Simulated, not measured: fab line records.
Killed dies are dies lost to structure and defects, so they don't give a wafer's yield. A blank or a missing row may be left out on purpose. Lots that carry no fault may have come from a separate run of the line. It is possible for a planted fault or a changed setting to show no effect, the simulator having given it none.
Which tool is to blame? | flow gf180mcu | 72 wafers from 24 lots sampled at 6 of the route's 602 steps

== WHAT EACH GAUGE READ, for each wafer ==
GF_HV_LDD_OVL_MEAS_32. Usual: HV_LDD_02_OVL gives 0.7 nm (standard deviation 1.2).
lot  | measured     | on         | HV_LDD_02_OVL (nm) | flag
L074 | day 11 09:01 | overlay-01 | 1.6 -0.9 -0.2      | 
L075 | day 12 01:31 | overlay-01 | 1.8 1.3 1.8        | 
L076 | day 12 06:40 | overlay-01 | -1.1 -1.8 0.3      | 
L077 | day 12 14:53 | overlay-01 | 2.8 1.4 0.8        | 
L078 | day 12 23:14 | overlay-01 | -2.1 -1.1 -1.5     | 
L079 | day 13 03:44 | overlay-02 | 1.5 1.9 3.2        | 
L080 | day 13 10:26 | overlay-01 | 0.0 0.6 0.8        | 
L081 | day 13 21:40 | overlay-01 | 2.7 1.3 2.6        | 
L082 | day 14 03:08 | overlay-02 | -0.3 0.2 1.0       | 
L083 | day 14 08:34 | overlay-02 | -0.7 0.8 1.7       | 
L084 | day 14 17:58 | overlay-01 | 1.0 0.1 0.1        | 
L085 | day 15 02:36 | overlay-02 | 0.7 3.0 0.2        | 
L086 | day 15 10:37 | overlay-01 | 1.1 0.3 -1.8       | 
L087 | day 15 17:43 | overlay-02 | 2.3 0.4 0.9        | 
L088 | day 16 02:09 | overlay-02 | 2.2 0.2 -0.3       | 
L089 | day 16 09:40 | overlay-02 | 3.1 0.6 0.3        | 
L090 | day 16 16:58 | overlay-01 | 0.3 1.4 0.6        | 
L091 | day 17 03:54 | overlay-01 | 1.7 2.3 1.4        | 
L092 | day 17 14:29 | overlay-02 | 0.3 0.2 0.7        | 
L093 | day 17 23:30 | overlay-01 | -0.8 -0.6 -1.4     | 
L094 | day 18 03:23 | overlay-01 | -0.2 0.6 0.9       | 
L095 | day 18 09:26 | overlay-01 | 0.6 -0.6 0.0       | 
L096 | day 18 14:08 | overlay-01 | 1.7 1.0 1.5        | 
L097 | day 19 03:11 | overlay-02 | 2.6 0.1 1.7        | 

GF_M4_OVL_MEAS_15. Usual: M4_OVL gives 1 nm (standard deviation 5.3).
lot  | measured     | on         | M4_OVL (nm) | flag
L074 | day 23 04:53 | overlay-02 | 2 1 -5      | 
L075 | day 24 07:07 | overlay-02 | 5 0 1       | 
L076 | day 24 05:09 | overlay-01 | -8 -6 4     | 
L077 | day 24 14:56 | overlay-02 | 1 0 0       | 
L078 | day 24 23:41 | overlay-02 | -4 1 2      | 
L079 | day 25 02:02 | overlay-01 | 3 2 -4      | 
L080 | day 25 08:26 | overlay-02 | 0 0 1       | 
L081 | day 25 23:59 | overlay-01 | 0 -4 -6     | 
L082 | day 26 05:32 | overlay-02 | 11 -5 -1    | 
L083 | day 26 10:57 | overlay-01 | 0 14 7      | 
L084 | day 26 19:14 | overlay-01 | 9 6 9       | 
L085 | day 27 04:47 | overlay-02 | 8 0 -5      | 
L086 | day 27 10:20 | overlay-02 | 2 -5 -6     | 
L087 | day 27 18:23 | overlay-02 | 4 0 4       | 
L088 | day 28 02:36 | overlay-02 | -7 3 -14    | 
L089 | day 28 08:56 | overlay-02 | 5 0 -3      | 
L090 | day 28 13:01 | overlay-02 | -10 -7 -1   | 
L091 | day 29 00:20 | overlay-02 | 9 -3 6      | 
L092 | day 29 08:32 | overlay-02 | -2 1 1      | 
L093 | day 29 17:11 | overlay-02 | 8 -2 2      | 
L094 | day 29 21:17 | overlay-02 | 1 4 3       | 
L095 | day 29 22:55 | overlay-02 | 0 7 -5      | 
L096 | day 30 02:07 | overlay-02 | -4 11 -2    | 
L097 | day 30 12:29 | overlay-02 | -2 0 2      | 

GF_MIM_RS_MEAS_10: the measuring method here is four-point-probe. Usual: MIM_ALCU_RS gives 0.1607 ohm/sq (standard deviation 0.002).
lot  | measured     | on           | MIM_ALCU_RS (ohm/sq) | flag
L074 | day 24 06:49 | filmMetro-03 | 0.1596 0.1605 0.1593 | 
L075 | day 25 08:02 | filmMetro-03 | 0.1597 0.1611 0.1605 | 
L076 | day 25 06:19 | filmMetro-04 | 0.1584 0.1578 0.1586 | 
L077 | day 25 16:08 | filmMetro-01 | 0.1589 0.1599 0.1602 | 
L078 | day 26 00:03 | filmMetro-04 | 0.1605 0.1591 0.1578 | 
L079 | day 26 02:30 | filmMetro-04 | 0.1592 0.1609 0.1600 | 
L080 | day 26 09:19 | filmMetro-01 | 0.1591 0.1621 0.1595 | 
L081 | day 27 00:12 | filmMetro-04 | 0.1609 0.1617 0.1630 | 
L082 | day 27 05:26 | filmMetro-04 | 0.1628 0.1616 0.1620 | 
L083 | day 27 11:21 | filmMetro-04 | 0.1639 0.1628 0.1636 | 
L084 | day 27 19:05 | filmMetro-03 | 0.1625 0.1627 0.1627 | 
L085 | day 28 04:09 | filmMetro-04 | 0.1642 0.1632 0.1620 | 
L086 | day 28 09:57 | filmMetro-04 | 0.1588 0.1577 0.1595 | 
L087 | day 28 17:40 | filmMetro-01 | 0.1593 0.1587 0.1572 | 
L088 | day 29 01:07 | filmMetro-01 | 0.1584 0.1572 0.1589 | 
L089 | day 29 07:01 | filmMetro-03 | 0.1570 0.1579 0.1573 | 
L090 | day 29 11:23 | filmMetro-03 | 0.1630 0.1628 0.1621 | 
L091 | day 29 22:16 | filmMetro-01 | 0.1631 0.1629 0.1628 | 
L092 | day 30 06:51 | filmMetro-03 | 0.1594 0.1610 0.1595 | 
L093 | day 30 15:08 | filmMetro-04 | 0.1611 0.1621 0.1597 | 
L094 | day 30 18:56 | filmMetro-03 | 0.1609 0.1608 0.1618 | 
L095 | day 30 21:04 | filmMetro-04 | 0.1619 0.1607 0.1607 | 
L096 | day 30 23:49 | filmMetro-04 | 0.1594 0.1575 0.1581 | 
L097 | day 31 09:07 | filmMetro-03 | 0.1652 0.1655 0.1655 | 

== EACH LOT AND THE TOOL THAT RAN IT (in order: tool; ch and the chambers of the sampled wafers; start) ==
lot  | GF_V1_ETCH_16                     | GF_V3_SPUTTER_22            | GF_M4_SPUTTER_02
L074 | rieDiel-04 ch 1,3, day 17 22:53   | pvdSputter-01, day 22 05:10 | pvdSputter-03, day 22 05:56
L075 | rieDiel-04 ch 1,3, day 19 01:58   | pvdSputter-02, day 23 07:59 | pvdSputter-02, day 23 08:44
L076 | rieDiel-01 ch 0,3, day 19 00:30   | pvdSputter-02, day 23 06:05 | pvdSputter-04, day 23 06:50
L077 | rieDiel-04 ch 0,1,3, day 19 10:45 | pvdSputter-04, day 23 15:49 | pvdSputter-03, day 23 16:34
L078 | rieDiel-03 ch 1,3, day 19 21:23   | pvdSputter-01, day 24 00:50 | pvdSputter-03, day 24 01:40
L079 | rieDiel-01 ch 0,2, day 20 00:14   | pvdSputter-04, day 24 03:16 | pvdSputter-03, day 24 04:02
L080 | rieDiel-04 ch 0,2,3, day 20 06:22 | pvdSputter-01, day 24 10:23 | pvdSputter-04, day 24 11:09
L081 | rieDiel-03 ch 0,2,3, day 20 23:42 | pvdSputter-02, day 25 01:29 | pvdSputter-03, day 25 02:15
L082 | rieDiel-03 ch 0,2, day 21 05:20   | pvdSputter-04, day 25 07:26 | pvdSputter-02, day 25 08:13
L083 | rieDiel-03 ch 0,1,2, day 21 13:11 | pvdSputter-01, day 25 13:35 | pvdSputter-04, day 25 14:20
L084 | rieDiel-01 ch 0,1,3, day 21 20:40 | pvdSputter-01, day 25 21:27 | pvdSputter-03, day 25 22:13
L085 | rieDiel-03 ch 0,2,3, day 22 07:22 | pvdSputter-04, day 26 07:14 | pvdSputter-03, day 26 08:00
L086 | rieDiel-01 ch 1,2, day 22 14:11   | pvdSputter-04, day 26 12:52 | pvdSputter-02, day 26 13:38
L087 | rieDiel-01 ch 0,2,3, day 22 23:52 | pvdSputter-02, day 26 21:07 | pvdSputter-04, day 26 21:52
L088 | rieDiel-03 ch 0,1,3, day 23 08:07 | pvdSputter-02, day 27 05:20 | pvdSputter-02, day 27 06:06
L089 | rieDiel-01 ch 0,2, day 23 15:16   | pvdSputter-01, day 27 12:13 | pvdSputter-02, day 27 12:59
L090 | rieDiel-01 ch 1,3, day 23 21:49   | pvdSputter-04, day 27 17:21 | pvdSputter-02, day 27 18:07
L091 | rieDiel-01 ch 0,1,2, day 24 09:19 | pvdSputter-01, day 28 03:59 | pvdSputter-04, day 28 04:45
L092 | rieDiel-01 ch 0,2,3, day 24 18:38 | pvdSputter-04, day 28 12:37 | pvdSputter-04, day 28 13:40
L093 | rieDiel-01 ch 0,1,2, day 25 05:12 | pvdSputter-04, day 28 21:40 | pvdSputter-03, day 28 22:26
L094 | rieDiel-04 ch 2,3, day 25 09:30   | pvdSputter-02, day 29 01:43 | pvdSputter-02, day 29 02:29
L095 | rieDiel-04 ch 0,1,3, day 25 11:13 | pvdSputter-02, day 29 02:55 | pvdSputter-03, day 29 03:41
L096 | rieDiel-04 ch 0,1,3, day 25 15:47 | pvdSputter-01, day 29 06:44 | pvdSputter-03, day 29 07:31
L097 | rieDiel-04 ch 0,2,3, day 26 03:47 | pvdSputter-02, day 29 16:58 | pvdSputter-04, day 29 17:55
- GF_V1_ETCH_16: etches BARC in N2/H2.
- GF_V3_SPUTTER_22: material TiN, target thk 10 nm, time 40 s.
- GF_M4_SPUTTER_02: material AlCu, target thk 450 nm, time 23.9 s.

== WHAT THE TOOLS THEMSELVES READ (means of the sampled wafers that have a number; where no wafer has one, the mark that the record gives instead) ==
GF_V1_ETCH_16. Usual: drypumpMotorCurrentA 5.7 A, standard deviation 0.45; oesProductAu 0.855 a.u., standard deviation 0.0049; throttleValvePct 13.225 %, standard deviation 0.0082.
lot  | tool       | drypumpMotorCurrentA (A) | oesProductAu (a.u.) | throttleValvePct (%) | flag
L074 | rieDiel-04 | 5.7                      | 0.857               | 13.233               | 
L075 | rieDiel-04 | 5.6                      | 0.856               | 13.229               | 
L076 | rieDiel-01 | 6.0                      | 0.852               | 13.226               | 
L077 | rieDiel-04 | 5.5                      | 0.855               | 13.224               | 
L078 | rieDiel-03 | 5.6                      | 0.861               | 13.224               | 
L079 | rieDiel-01 | 6.1                      | 0.860               | 13.225               | 
L080 | rieDiel-04 | 5.5                      | 0.857               | 13.224               | 
L081 | rieDiel-03 | 6.3                      | 0.857               | 13.229               | 
L082 | rieDiel-03 | 6.0                      | 0.852               | 13.226               | 
L083 | rieDiel-03 | 5.8                      | 0.856               | 13.226               | 
L084 | rieDiel-01 | 5.8                      | 0.857               | 13.221               | 
L085 | rieDiel-03 | 6.3                      | 0.853               | 13.224               | 
L086 | rieDiel-01 | 5.5                      | 0.857               | 13.219               | 
L087 | rieDiel-01 | 6.0                      | 0.855               | 13.231               | 
L088 | rieDiel-03 | 5.8                      | 0.854               | 13.232               | 
L089 | rieDiel-01 | 5.9                      | 0.850               | 13.224               | 
L090 | rieDiel-01 | 5.4                      | 0.850               | 13.221               | 
L091 | rieDiel-01 | 5.7                      | 0.853               | 13.228               | 
L092 | rieDiel-01 | 5.9                      | 0.854               | 13.225               | 
L093 | rieDiel-01 | 5.7                      | 0.857               | 13.221               | 
L094 | rieDiel-04 | 5.6                      | 0.849               | 13.221               | 
L095 | rieDiel-04 | 5.5                      | 0.851               | 13.230               | 
L096 | rieDiel-04 | 5.5                      | 0.851               | 13.229               | 
L097 | rieDiel-04 | 5.5                      | 0.856               | 13.223               | 

GF_V3_SPUTTER_22. Usual: throttleValvePct at 30.2 %, with a standard deviation of 1.4.
lot  | tool          | throttleValvePct (%) | flag
L074 | pvdSputter-01 | 30.0                 | 
L075 | pvdSputter-02 | 31.5                 | 
L076 | pvdSputter-02 | 32.4                 | 
L077 | pvdSputter-04 | 29.3                 | 
L078 | pvdSputter-01 | 30.2                 | 
L079 | pvdSputter-04 | 29.9                 | 
L080 | pvdSputter-01 | 29.5                 | 
L081 | pvdSputter-02 | 31.3                 | 
L082 | pvdSputter-04 | 30.6                 | 
L083 | pvdSputter-01 | 29.9                 | 
L084 | pvdSputter-01 | 30.7                 | 
L085 | pvdSputter-04 | 29.3                 | 
L086 | pvdSputter-04 | 29.3                 | 
L087 | pvdSputter-02 | 31.2                 | 
L088 | pvdSputter-02 | 32.4                 | 
L089 | pvdSputter-01 | 29.9                 | 
L090 | pvdSputter-04 | 29.3                 | 
L091 | pvdSputter-01 | 28.8                 | 
L092 | pvdSputter-04 | 29.3                 | 
L093 | pvdSputter-04 | 29.4                 | 
L094 | pvdSputter-02 | 30.3                 | 
L095 | pvdSputter-02 | 30.1                 | 
L096 | pvdSputter-01 | 29.6                 | 
L097 | pvdSputter-02 | 30.1                 | 

GF_M4_SPUTTER_02. Usual: throttleValvePct at 30.1 %, with a standard deviation of 1.1.
lot  | tool          | throttleValvePct (%) | flag
L074 | pvdSputter-03 | 29.7                 | 
L075 | pvdSputter-02 | 29.1                 | 
L076 | pvdSputter-04 | 29.0                 | 
L077 | pvdSputter-03 | 29.7                 | 
L078 | pvdSputter-03 | 30.0                 | 
L079 | pvdSputter-03 | 30.1                 | 
L080 | pvdSputter-04 | 29.4                 | 
L081 | pvdSputter-03 | 29.6                 | 
L082 | pvdSputter-02 | 31.4                 | 
L083 | pvdSputter-04 | 29.8                 | 
L084 | pvdSputter-03 | 29.8                 | 
L085 | pvdSputter-03 | 30.0                 | 
L086 | pvdSputter-02 | 30.4                 | 
L087 | pvdSputter-04 | 29.6                 | 
L088 | pvdSputter-02 | 32.2                 | 
L089 | pvdSputter-02 | 30.3                 | 
L090 | pvdSputter-02 | 30.5                 | 
L091 | pvdSputter-04 | 30.6                 | 
L092 | pvdSputter-04 | 30.1                 | 
L093 | pvdSputter-03 | 30.0                 | 
L094 | pvdSputter-02 | 30.2                 | 
L095 | pvdSputter-03 | 29.9                 | 
L096 | pvdSputter-03 | 30.1                 | 
L097 | pvdSputter-04 | 30.3                 | 

== THE ANSWER, worked out from the rows above alone ==
Rule: take the mean of a lot's wafers that have a number; if it is more than 3 standard deviations from the usual mean, the lot is off. A lot without any number at a reading at which 4 lots or more have one is off too. All remaining lots with rows at the step are treated as sound. After the gauges, taken in route order, come the tools' own readings; for these a lot's mean is taken, as printed above. The first step at which some lot is off is used, and at that step the reading that is off furthest; a lot without a number counts as furthest.
No lot is off at any reading shown: from this, nothing can be told.

== WHAT HAD BEEN PUT IN BY THE SIMULATOR ==
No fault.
